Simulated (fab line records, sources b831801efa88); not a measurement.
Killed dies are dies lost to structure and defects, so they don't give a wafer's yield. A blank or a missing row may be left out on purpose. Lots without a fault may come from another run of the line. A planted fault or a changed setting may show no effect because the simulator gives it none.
Chamber matching | flow gf180mcu | GF_V2_CVD_02 on pecvd-03: 3 sister chambers
The step deposits SiO2 from TEOS, target thk 850 nm, time 94.851 s. 16 wafers are shown with their chamber, then 8 later ones without.

WAFERS WITH THEIR CHAMBER
wafer  | chamber | heater_power_w (W)
L078.1 | 0       | 554
L078.2 | 1       | 584
L078.6 | 2       | 645
L079.3 | 2       | 678
L079.5 | 2       | 522
L079.6 | 0       | 603
L083.1 | 2       | 641
L083.2 | 0       | 517
L083.3 | 1       | 565
L083.4 | 1       | 589
L083.5 | 0       | 580
L083.6 | 2       | 662
L085.2 | 2       | 634
L085.4 | 0       | 477
L085.5 | 2       | 653
L089.3 | 1       | 605

SIGNATURES (means of the wafers above)
reading        | chamber 0 | chamber 1 | chamber 2 | scatter within a chamber
heater_power_w | 546.20    | 585.75    | 633.57    | 45.3
Rule: a wafer's distance from a chamber is the root of the sum, over the readings, of the square of ((its reading less the chamber's mean) divided by the reading's scatter). The wafer belongs to the nearest chamber; if the next one is less than 2 further off, it can't be placed. The scatter: the root of (the sum of the squares of (reading less its chamber's mean) over the shown wafers, divided by (wafers less chambers)).

WAFERS WITHOUT THEIR CHAMBER
wafer  | heater_power_w (W)
L089.4 | 586
L089.6 | 654
L090.1 | 680
L090.2 | 540
L090.3 | 624
L095.1 | 716
L095.3 | 624
L095.5 | 652

WHICH CHAMBER EACH WENT THROUGH
wafer  | from the rows above          | in truth
L089.4 | can't be placed: 1 or 0 or 2 | 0
L089.6 | can't be placed: 2 or 1 or 0 | 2
L090.1 | can't be placed: 2 or 1 or 0 | 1
L090.2 | can't be placed: 0 or 1 or 2 | 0
L090.3 | can't be placed: 2 or 1 or 0 | 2
L095.1 | can't be placed: 2 or 1 or 0 | 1
L095.3 | can't be placed: 2 or 1 or 0 | 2
L095.5 | can't be placed: 2 or 1 or 0 | 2
Placed correctly: 0 of 8. Can't be placed from these rows: 8 (the true chamber is among the candidates in 8). Placed wrongly: 0.
